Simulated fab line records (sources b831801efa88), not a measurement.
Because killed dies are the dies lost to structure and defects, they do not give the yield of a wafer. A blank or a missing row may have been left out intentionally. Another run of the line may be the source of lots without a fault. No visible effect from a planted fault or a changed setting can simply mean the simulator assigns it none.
Chamber matching ; flow sky130 ; 4 sister chambers for SKY_FIELD_ISO_ETCH_15 on rieDiel-01
The step etches the open film in CHF3/O2, stops on Si, target depth 180 nm, time 72 s. 14 wafers are shown with their chamber, then 7 later ones without.

== WAFERS WITH THEIR CHAMBER ==
wafer;chamber;oesProductAu (a.u.);throttleValvePct (%)
L839.1;1;0.947;8.849
L839.3;2;0.955;8.849
L839.4;3;0.955;8.859
L847.3;1;0.949;8.861
L847.5;0;0.953;8.834
L847.6;1;0.946;8.844
L851.1;3;0.946;8.841
L851.2;0;0.945;8.856
L851.4;1;0.948;8.847
L853.2;2;0.944;8.849
L853.3;1;0.949;8.840
L853.6;3;0.948;8.852
L858.3;2;0.945;8.846
L858.5;3;0.936;8.824

SIGNATURES (averages over the wafers above)
reading;chamber 0;chamber 1;chamber 2;chamber 3;scatter within a chamber
oesProductAu;0.94900;0.94780;0.94800;0.94625;0.00545
throttleValvePct;8.84500;8.84820;8.84800;8.84400;0.0109
Rule: a wafer's distance from a chamber is the root of the sum, over the readings, of the square of ((its reading less the chamber's mean) divided by the reading's scatter). If the next closest chamber is less than 2 further off than the closest, the wafer can't be placed; otherwise it belongs to the closest. How the scatter is found: for the shown wafers, subtract from each reading the mean of its chamber, square and add these, divide the total by (wafers less chambers), then take the root.

== WAFERS WITHOUT THEIR CHAMBER ==
wafer;oesProductAu (a.u.);throttleValvePct (%)
L858.6;0.950;8.833
L859.1;0.942;8.840
L859.3;0.951;8.838
L859.6;0.944;8.839
L860.1;0.938;8.858
L860.2;0.935;8.844
L860.4;0.940;8.831

== WHICH CHAMBER EACH WENT THROUGH ==
wafer;from the rows above;in truth
L858.6;can't be placed: 0 or 3 or 2 or 1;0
L859.1;can't be placed: 3 or 1 or 2 or 0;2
L859.3;can't be placed: 0 or 3 or 2 or 1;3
L859.6;can't be placed: 3 or 0 or 1 or 2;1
L860.1;can't be placed: 3 or 1 or 2 or 0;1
L860.2;can't be placed: 3 or 1 or 2 or 0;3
L860.4;can't be placed: 3 or 0 or 1 or 2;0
0 of 7 placed correctly. Unplaceable from these rows: 7, with the true chamber sitting among the candidates in 7. Number placed wrongly: 0.
